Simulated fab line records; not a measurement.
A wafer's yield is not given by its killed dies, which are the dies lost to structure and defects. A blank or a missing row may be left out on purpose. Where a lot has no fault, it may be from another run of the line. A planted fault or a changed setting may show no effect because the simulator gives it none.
Struck lot and sound lot, side by side | flow sfq line | 17 out of 325 route steps
Sound: wafers L969.3, L969.4, L969.5. Struck: wafer L978.5. (L978.3, L978.6 of the same lot were not struck and are left out.) The cause comes at the end.
Each step with rows lists, per side, the tool, then ch with its chambers, then its first start. Under that, the readings that differ: sound wafers | struck wafers | difference of the means | sigmas: that difference in standard deviations of wafers without a fault.
alike: readings whose means differ by less than 2 such deviations, and words and numbers that are the same on both sides. not compared: withheld readings, readings that some wafer has no value for, bounds like >300 that may hide the same value, and numbers for which the record gives no deviation and whose values overlap.
A row with sigmas, a row that says differs or no value, or rows on one side alone: a step with any of these is where the two part. Numbers that have no deviation but don't overlap get no sigmas and don't part them. A reading that every wafer of one side lacks parts them only if that side has two wafers or more.

SFQ_TRILAYER_I6_VIA_BARC_OPEN_VIA_ETCH_235: etches BARC in O2, target depth 125 nm, time 41.7 s.
  sound on rie diel-01 ch 1,2,3, day 65 17:40; struck on rie diel-01 ch 1, day 67 04:48
  alike: drypump motor current A, oes product au
  not compared: rf hours counter h
SFQ_TRILAYER_I6_VIA_ETCH_VIA_ETCH_172: etches SiO2 in CHF3, stops on Nb, target depth 260 nm.
  sound on rie diel-01 ch 1,2,3, day 65 17:43; struck on rie diel-01 ch 1, day 67 04:50
  alike: drypump motor current A, oes product au
SFQ_TRILAYER_I6_VIA_STRIP_STRIP_173: strips in O2.
  sound on rie metal-02 ch 0,1, day 65 18:02; struck on rie metal-01 ch 1, day 67 05:10
  reading                     | sound          | struck | difference | sigmas
  drypump motor current A (A) | 5.60 5.75 5.76 | 6.35   | +0.65      | +2
  alike: oes product au
  not compared: rf hours counter h
then, 2 steps without rows for these wafers: SFQ_TRILAYER_I6_VIA_STRIP_SOLV_CLEAN_174 (cleans in NMP, time 600 s); SFQ_TRILAYER_M7_DEP_PRE_CLEAN_176 (time 22.5 s).
SFQ_TRILAYER_M7_DEP_SPUTTER_175: material Nb, target thk 200 nm, time 133.3 s.
  sound on pvd sputter-04, day 65 18:38; struck on pvd sputter-06, day 67 05:47
  alike: throttle valve pct
SFQ_M7_RS_MEAS_943: measures by four-point-probe.
  sound on film metro-04, day 65 18:46; struck on film metro-04, day 67 05:55
  alike: M7_NB_RS
then, 4 steps without rows for these wafers: SFQ_TRILAYER_M7_LITHO_COAT_182 (resist thk 62 nm); SFQ_TRILAYER_M7_LITHO_COAT_177 (resist thk 600 nm); SFQ_TRILAYER_M7_LITHO_SOFTBAKE_181; SFQ_TRILAYER_M7_LITHO_EXPOSE_178 (exposes mask M7, target cd 500 nm).
-- the record jumps here: 4 days lie between the struck wafers' starts before and after --
SFQ_TRILAYER_M7_LITHO_PEB_180: peb time 60 s.
  sound on litho track-02 ch 0, day 65 21:19; struck on litho track-01 ch 0, day 71 07:44
then, 1 step without rows for these wafers: SFQ_TRILAYER_M7_LITHO_DEVELOP_179 (time 60 s).
SFQ_M7_OVL_MEAS_945:
  sound on overlay-01, day 65 21:35; struck on overlay-02, day 71 08:00
  alike: M7_OVL
SFQ_TRILAYER_M7_BARC_OPEN_METAL_ETCH_229: etches BARC in O2, target depth 125 nm, time 41.7 s.
  sound on rie metal-04 ch 0,1, day 65 21:37; struck on rie metal-03 ch 0, day 71 08:03
  reading             | sound             | struck | difference | sigmas
  model.M7.cd nm (nm) | 499.6 500.2 499.3 | 493.2  | -6.5       |
  alike: drypump motor current A, oes product au
  not compared: rf hours counter h
SFQ_TRILAYER_M7_ETCH_METAL_ETCH_180: etches Nb in Cl2/Ar, stops on SiO2, target depth 240 nm, time 120 s.
  sound on rie metal-04 ch 0,1, day 65 21:42; struck on rie metal-03 ch 0, day 71 08:08
  reading             | sound             | struck | difference | sigmas
  model.M7.cd nm (nm) | 503.4 502.6 503.2 | 495    | -8         |
  alike: drypump motor current A, oes product au
  not compared: rf hours counter h
SFQ_TRILAYER_M7_STRIP_STRIP_181: strips in O2.
  sound on rie metal-04 ch 0,1, day 65 21:59; struck on rie metal-03 ch 0, day 71 08:25
  alike: drypump motor current A, oes product au
  not compared: rf hours counter h

WHERE THEY PART
Only at SFQ_TRILAYER_I6_VIA_STRIP_STRIP_173, within this record. Later steps at which nothing parts them and some readings are alike: SFQ_TRILAYER_M7_DEP_SPUTTER_175, SFQ_M7_RS_MEAS_943, SFQ_M7_OVL_MEAS_945, SFQ_TRILAYER_M7_BARC_OPEN_METAL_ETCH_229, SFQ_TRILAYER_M7_ETCH_METAL_ETCH_180, SFQ_TRILAYER_M7_STRIP_STRIP_181.

WHY: what the simulator had put in
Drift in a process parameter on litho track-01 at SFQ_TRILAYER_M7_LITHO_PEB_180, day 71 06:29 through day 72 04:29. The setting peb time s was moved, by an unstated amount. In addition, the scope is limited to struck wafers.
